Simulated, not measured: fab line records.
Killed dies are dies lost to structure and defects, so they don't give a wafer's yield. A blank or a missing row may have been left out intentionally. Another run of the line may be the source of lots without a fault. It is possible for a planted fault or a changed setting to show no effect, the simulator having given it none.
Struck lot and sound lot, side by side / flow sky130 / 34 out of 708 route steps
Sound: the wafers L763.2, L763.3, L763.5. Struck: wafers L751.1, L751.2, L751.3. At the end, the cause is stated.
For every step that has rows: the tool of each side, followed by ch and its chambers, followed by its first start. Under that, the readings that differ: sound wafers / struck wafers / difference of the means / sigmas: that difference in standard deviations of wafers without a fault.
alike: readings with means less than 2 such deviations apart, plus words and numbers identical on both sides. not compared: withheld readings, readings lacking a value on some wafer, bounds such as >300 that could conceal the same value, and numbers that have no deviation in the record and whose values overlap.
Wherever a step has rows on one side only, a row that says differs or no value, or a row with sigmas, the two part there. When numbers do not overlap yet have no deviation, they are printed without sigmas and do not part them. A reading that every wafer of one side lacks parts them only if that side has two wafers or more.

first, 7 steps without rows for these wafers: SKY_SONOS_TUNNEL_DEVELOP_06 (develop time 60 s); SKY_SONOS_TUNNEL_IMPLANT_09; SKY_SONOS_TUNNEL_WET_ETCH_10 (etches SiO2 in dHF, target depth 14 nm, time 280 s); SKY_SONOS_TUNNEL_STRIP_11 (strips in SPM, time 600 s); SKY_SONOS_TUNNEL_CLEAN_13 (cleans in dHF, time 20 s); SKY_SONOS_ONO_OXIDATION_00 (stabilise 600 s, purge 300 s, target thk 2.6 nm); SKY_SONOS_ONO_CVD_02 (deposits Si3N4 from DCS/NH3, target thk 10.5 nm, time 180 s).
SKY_SONOS_ONO_CVD_04: deposits SiO2 from SiH4/N2O, target thk 5.7199 nm.
  sound on lpcvd-03 ch 0, day 18 12:17; struck on lpcvd-03 ch 0, day 14 15:13
reading=spikeTcBottomC (C); sound=920.1 920.2 921.7; struck=926.4 926.3 927.9; difference=+6.2; sigmas=+2
reading=spikeTcCentreC (C); sound=903.2 902.5 902.9; struck=909.0 909.9 908.2; difference=+6.2; sigmas=+5
reading=spikeTcLowerC (C); sound=901.4 900.0 902.3; struck=906.9 908.6 907.5; difference=+6.4; sigmas=+6
reading=spikeTcTopC (C); sound=916.1 917.0 917.5; struck=922.4 923.2 921.8; difference=+5.6; sigmas=+4
reading=spikeTcUpperC (C); sound=901.1 901.0 901.4; struck=907.2 906.7 910.1; difference=+6.8; sigmas=+6
reading=susceptorTempC (C); sound=900.7 900.2 900.1; struck=907.2 907.0 907.3; difference=+6.8; sigmas=+18
reading=model.SiO2_of_SONOS_ONO_CVD_04.thkNm (nm); sound=5.778 5.775 5.707; struck=6.321 6.277 6.327; difference=+0.555; sigmas=
SKY_SONOS_ONO_THK_MEAS_05:
  sound on filmMetro-02 at day 18 13:33; struck on filmMetro-01 at day 14 16:28
reading=SONOS_ONO_CVD_04_THK (nm); sound=5.76 5.80 5.70; struck=6.31 6.24 6.35; difference=+0.55; sigmas=+6
then, 23 steps without rows for these wafers: SKY_SONOS_ONO_DEHYDRATE_06 (time 60 s); SKY_SONOS_ONO_HMDS_07 (prime time 60 s); SKY_SONOS_ONO_COAT_08 (resist thk 1140 nm); SKY_SONOS_ONO_SOFTBAKE_09 (time 59.1 s); SKY_SONOS_ONO_EXPOSE_10 (exposes mask ONOM, target cd 410 nm); SKY_SONOS_ONO_PEB_11; SKY_SONOS_ONO_DEVELOP_12 (develop time 60 s); SKY_SONOS_ONO_ETCH_15 (etches the open film in CHF3/O2, target depth 19.52 nm, time 7.8 s); SKY_SONOS_ONO_WET_ETCH_16 (etches SiO2 in dHF, target depth 14 nm, time 280 s); SKY_SONOS_ONO_STRIP_17 (strips in O2/N2); SKY_SONOS_ONO_WET_ETCH_18 (etches Si3N4 in H3PO4, target depth 15 nm, time 172 s); SKY_GATE_OXIDE_CLEAN_00 (cleans in SC1/SC2, time 150 s); SKY_GATE_OXIDE_OXIDATION_01 (stabilise 600 s, purge 300 s, target thk 10.268 nm); SKY_GATE_OXIDE_DEHYDRATE_03 (time 60 s); SKY_GATE_OXIDE_HMDS_04 (prime time 60 s); SKY_GATE_OXIDE_COAT_05 (resist thk 1140 nm); SKY_GATE_OXIDE_SOFTBAKE_06 (time 60 s); SKY_GATE_OXIDE_EXPOSE_07 (exposes mask LVOM, target cd 600 nm); SKY_GATE_OXIDE_PEB_08; SKY_GATE_OXIDE_DEVELOP_09 (develop time 60 s); SKY_GATE_OXIDE_IMPLANT_11; SKY_GATE_OXIDE_WET_ETCH_12 (etches SiO2 in dHF, target depth 16.8 nm, time 336 s); SKY_GATE_OXIDE_STRIP_13 (strips in O2/N2).
-- the record jumps here: 2 days lie between the struck wafers' starts before and after --
SKY_GATE_OXIDE_CLEAN_15: cleans in SC1/SC2, time 150 s.
  sound on wetBench-02 ch 1, day 21 06:23; struck on wetBench-03 ch 0, day 17 01:25
reading=model.SiO2_of_SONOS_ONO_CVD_04.thkNm (nm); sound=4.264 4.265 4.198; struck=4.806 4.768 4.813; difference=+0.553; sigmas=
-- the record jumps here: 31 days lie between the struck wafers' starts before and after (it left off in module GATE_OXIDE and takes up again in module PAD_OPEN, whose first step shown is number 708 of the route) --
SKY_PAD_OPEN_PROBE_99:
  sound on prober-02 at day 50 15:40; struck on prober-01 at day 48 09:01
reading=model.etest.sonosErased.driveUaUm; sound=202.6 177.4 162.7; struck=156 156.9 130; difference=-33; sigmas=
reading=model.etest.sonosUncharged.rOnOhmUm; sound=802.6 814.8 808.2; struck=828.2 835.5 836; difference=+24.7; sigmas=
reading=model.etest.capOno.gateLog10ACm2; sound=-8.162 -8.346 -8.025; struck=-8.53 -8.506 -8.613; difference=-0.37; sigmas=
reading=model.etest.capOno.gateBvV (V); sound=16.56 17.02 16.27; struck=17.1 17.27 17.17; difference=+0.6; sigmas=
reading=model.etest.capOno.toxAccNm (nm); sound=13.09 13.2 12.99; struck=13.3 13.37 13.34; difference=+0.2; sigmas=
reading=model.etest.sonosProgrammed.vtV (V); sound=1.388 1.286 1.411; struck=1.196 1.25 1.207; difference=-0.144; sigmas=
reading=model.etest.sonosErased.vtV (V); sound=-2.227 -2.122 -2.187; struck=-2.063 -2.058 -2.019; difference=+0.132; sigmas=
  alike: killed_at_M0_to_M3, killed_at_M4_up, killedAtContacts, killedAtFrontEnd, killedAtOther, killedDies, killedOpen, killedShort
  not compared: model.etest.sonosProgrammed.offLog10AUm

## WHERE THEY PART
First at SKY_SONOS_ONO_CVD_04; last, within this record, at SKY_SONOS_ONO_THK_MEAS_05. Later steps at which nothing parts them and some readings are alike: SKY_PAD_OPEN_PROBE_99.

WHY: what had been put in by the simulator
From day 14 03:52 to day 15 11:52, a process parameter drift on lpcvd-03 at SKY_SONOS_ONO_CVD_04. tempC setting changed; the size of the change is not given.
